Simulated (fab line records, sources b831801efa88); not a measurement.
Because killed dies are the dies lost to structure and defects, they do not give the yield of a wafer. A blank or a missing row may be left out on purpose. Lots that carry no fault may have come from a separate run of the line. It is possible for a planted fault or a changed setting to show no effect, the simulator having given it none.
Chamber matching + flow gf180mcu + GF_CONTACT_CMP_27 on cmp-02: 4 sister chambers
The step polishes, stops on SiO2, t overpolish 15 s, target thk 0 nm. 33 wafers are shown with their chamber, then 12 later ones without.

## WAFERS WITH THEIR CHAMBER
| wafer  | chamber | motor_current_A (A) | time_to_endpoint_s (s) | platen_rpm (rpm) |
|--------|---------|---------------------|------------------------|------------------|
| L075.2 | 1       | 10.8                | 77.1                   | 60.00            |
| L075.3 | 2       | 12.6                | 78.6                   | 59.88            |
| L075.4 | 0       | 10.5                | 73.5                   | 60.02            |
| L076.1 | 0       | 10.1                | 72.8                   | 59.96            |
| L076.4 | 2       | 12.1                | 78.1                   | 60.01            |
| L076.5 | 3       | 9.7                 | 75.0                   | 59.93            |
| L077.2 | 0       | 10.8                | 71.3                   | 60.04            |
| L077.5 | 2       | 11.9                | 73.6                   | 60.02            |
| L077.6 | 1       | 11.7                | 72.1                   | 59.96            |
| L078.1 | 3       | 9.7                 | 74.4                   | 60.00            |
| L078.3 | 2       | 11.8                | 73.9                   | 59.99            |
| L078.5 | 3       | 9.7                 | 73.9                   | 60.06            |
| L081.2 | 2       | 12.0                | 71.8                   | 59.99            |
| L081.4 | 1       | 11.7                | 72.3                   | 59.97            |
| L081.6 | 0       | 10.6                | 70.7                   | 60.11            |
| L083.1 | 3       | 9.9                 | 71.0                   | 59.96            |
| L083.2 | 2       | 11.7                | 73.2                   | 59.99            |
| L083.6 | 3       | 9.7                 | 72.9                   | 60.02            |
| L084.3 | 0       | 10.0                | 71.0                   | 59.95            |
| L084.4 | 3       | 9.3                 | 72.8                   | 60.00            |
| L084.6 | 3       | 10.0                | 71.9                   | 60.03            |
| L084.1 | 1       | 10.6                | 72.9                   | 59.99            |
| L084.2 | 2       | 11.3                | 74.7                   | 60.01            |
| L084.5 | 0       | 10.5                | 73.6                   | 59.98            |
| L088.1 | 0       | 10.6                | 72.3                   | 59.99            |
| L088.3 | 3       | 9.6                 | 70.2                   | 59.99            |
| L088.5 | 1       | 10.7                | 76.1                   | 59.99            |
| L089.2 | 3       | 9.3                 | 73.3                   | 60.03            |
| L089.4 | 1       | 11.0                | 70.7                   | 60.02            |
| L089.6 | 0       | 10.8                | 68.2                   | 59.94            |
| L090.1 | 1       | 11.3                | 74.9                   | 60.02            |
| L090.4 | 0       | 10.0                | 73.2                   | 60.04            |
| L090.6 | 1       | 11.1                | 76.4                   | 60.01            |

SIGNATURES, as means of the wafers listed above
| reading            | chamber 0 | chamber 1 | chamber 2 | chamber 3 | scatter within a chamber |
|--------------------|-----------|-----------|-----------|-----------|--------------------------|
| motor_current_A    | 10.433    | 11.113    | 11.914    | 9.656     | 0.346                    |
| time_to_endpoint_s | 71.844    | 74.062    | 74.843    | 72.822    | 2.05                     |
| platen_rpm         | 60.0033   | 59.9950   | 59.9843   | 60.0022   | 0.0428                   |
Rule: for a wafer and a chamber, the distance is found by dividing, reading by reading, the gap between the wafer's reading and the chamber's mean by the reading's scatter, squaring, summing and taking the root. If the next closest chamber is less than 2 further off than the closest, the wafer can't be placed; otherwise it belongs to the closest. How the scatter is found: for the shown wafers, subtract from each reading the mean of its chamber, square and add these, divide the total by (wafers less chambers), then take the root.

## WAFERS WHOSE CHAMBER IS MISSING
| wafer  | motor_current_A (A) | time_to_endpoint_s (s) | platen_rpm (rpm) |
|--------|---------------------|------------------------|------------------|
| L091.2 | 11.5                | 72.0                   | 60.02            |
| L091.3 | 9.8                 | 68.5                   | 60.06            |
| L091.6 | 10.8                | 72.1                   | 60.00            |
| L091.1 | 11.4                | 72.3                   | 60.03            |
| L091.4 | 9.7                 | 71.3                   | 59.93            |
| L091.5 | 9.9                 | 72.2                   | 60.02            |
| L093.1 | 9.6                 | 75.1                   | 59.99            |
| L093.2 | 11.1                | 69.5                   | 59.99            |
| L093.6 | 11.6                | 75.9                   | 60.04            |
| L096.1 | 10.5                | 72.7                   | 60.00            |
| L096.3 | 11.4                | 73.5                   | 59.96            |
| L096.4 | 9.9                 | 73.8                   | 59.99            |

## THE CHAMBER EACH PASSED THROUGH
| wafer  | from the rows above          | in truth |
|--------|------------------------------|----------|
| L091.2 | can't be placed: 1 or 2 or 0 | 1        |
| L091.3 | can't be placed: 3 or 0      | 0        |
| L091.6 | can't be placed: 0 or 1      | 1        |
| L091.1 | can't be placed: 1 or 2 or 0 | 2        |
| L091.4 | can't be placed: 3 or 0      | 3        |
| L091.5 | can't be placed: 3 or 0      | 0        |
| L093.1 | can't be placed: 3 or 0      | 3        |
| L093.2 | can't be placed: 1 or 0 or 2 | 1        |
| L093.6 | can't be placed: 2 or 1      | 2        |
| L096.1 | can't be placed: 0 or 1 or 3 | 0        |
| L096.3 | can't be placed: 1 or 2 or 0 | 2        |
| L096.4 | can't be placed: 3 or 0      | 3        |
Placed correctly: 0 of 12. These rows do not allow placing 12 (true chamber among the candidates in 12). Wrongly placed: 0.
